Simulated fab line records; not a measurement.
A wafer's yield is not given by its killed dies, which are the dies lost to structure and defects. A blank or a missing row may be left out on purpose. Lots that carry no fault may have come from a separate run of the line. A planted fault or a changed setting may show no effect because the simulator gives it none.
Code-filled problem report in 8D (eight disciplines) form | flow gf180mcu | the parts of the form that need people (team, actions taken, sign-off) are left out

## 1. THE PROBLEM
o2 flow sccm at GF_VT_IMPLANT_STRIP_31 reads a mean of 2401 sccm on 9 wafers of 3 lots; wafers without a fault read 2999 sccm with a standard deviation of 8.9. That is -67 standard deviations from the usual mean.
The step: strips in O2/N2.
First seen on wafer L846.1, day 9 02:41, on plasma asher-01. At this step, 42 wafers from 14 lots have a number in the record. Rule for "out", or "out of limits": more than 4 standard deviations from the usual mean. Any other wafer with a number is counted as sound.

## 2. WHAT IT IS, WHAT IT ISN'T
question                    | is                     | is not
which readings at this step | o2 flow sccm           | drypump motor current A, heater power w
which lots                  | L846, L848, L849       | L838, L839, L840, L841, L845, L851, L854, L855, L859, L860, L861
which wafers of those lots  | all that have a number | -
read on which tools         | plasma asher-01        | plasma asher-02, plasma asher-04
when                        | from day 9 02:41       | up to then (15 sound wafers); but 18 sound wafers of L851, L854, L855, L859, L860, L861 came after

## 3. SUSPECTS, AND WHAT RULES EACH OUT
Counting: any tool at a process step up to the reading is kept as a suspect provided that every lot that is out went through it and no sound lot did after the first of them.
- plasma asher-01 at GF_VT_IMPLANT_STRIP_31 (strips in O2/N2): ruled out as a lasting fault. Sound lots L860 ran on it after its first lot that is out, L846 (day 9 02:41).
Left after counting: nothing in the record.

## 4. THE CAUSE (what the simulator had put in)
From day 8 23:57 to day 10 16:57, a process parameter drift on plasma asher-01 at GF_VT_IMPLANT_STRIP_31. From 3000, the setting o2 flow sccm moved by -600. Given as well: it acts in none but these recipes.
Counting ruled it out, wrongly.

## 5. SEQUENCE OF EFFECTS, ordered by route
One row per reading whose mean, taken over the struck wafers that have a number, lies over 3 standard deviations from the usual. Only readings whose record carries a usual standard deviation are examined. hours: median over the lots of the time between each lot's start at the first step of this table that gives one and its start at this step. sigmas: the change, counted in usual standard deviations.
hours | step                   | reading                  | usual     | on struck wafers | change | sigmas
0     | GF_VT_IMPLANT_STRIP_31 | o2 flow sccm             | 2999 sccm | 2401             | -598   | -67
0     | GF_VT_IMPLANT_STRIP_31 | strip time to endpoint s | 12.65 s   | 12.80            | +0.15  | +3.8
Its process steps:
- GF_VT_IMPLANT_STRIP_31: strips in O2/N2.
Later steps that measure or inspect, where all struck wafers having a row at the step show a number for every such reading and not one has moved that far: GF_PSD_CD_MEAS_07, GF_PSD_RS_MEAS_14.

## 6. WHAT WOULD HAVE CAUGHT IT SOONER
The fault began at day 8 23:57; the first out-of-limits reading in this record came at day 9 02:41, 3 hours later.
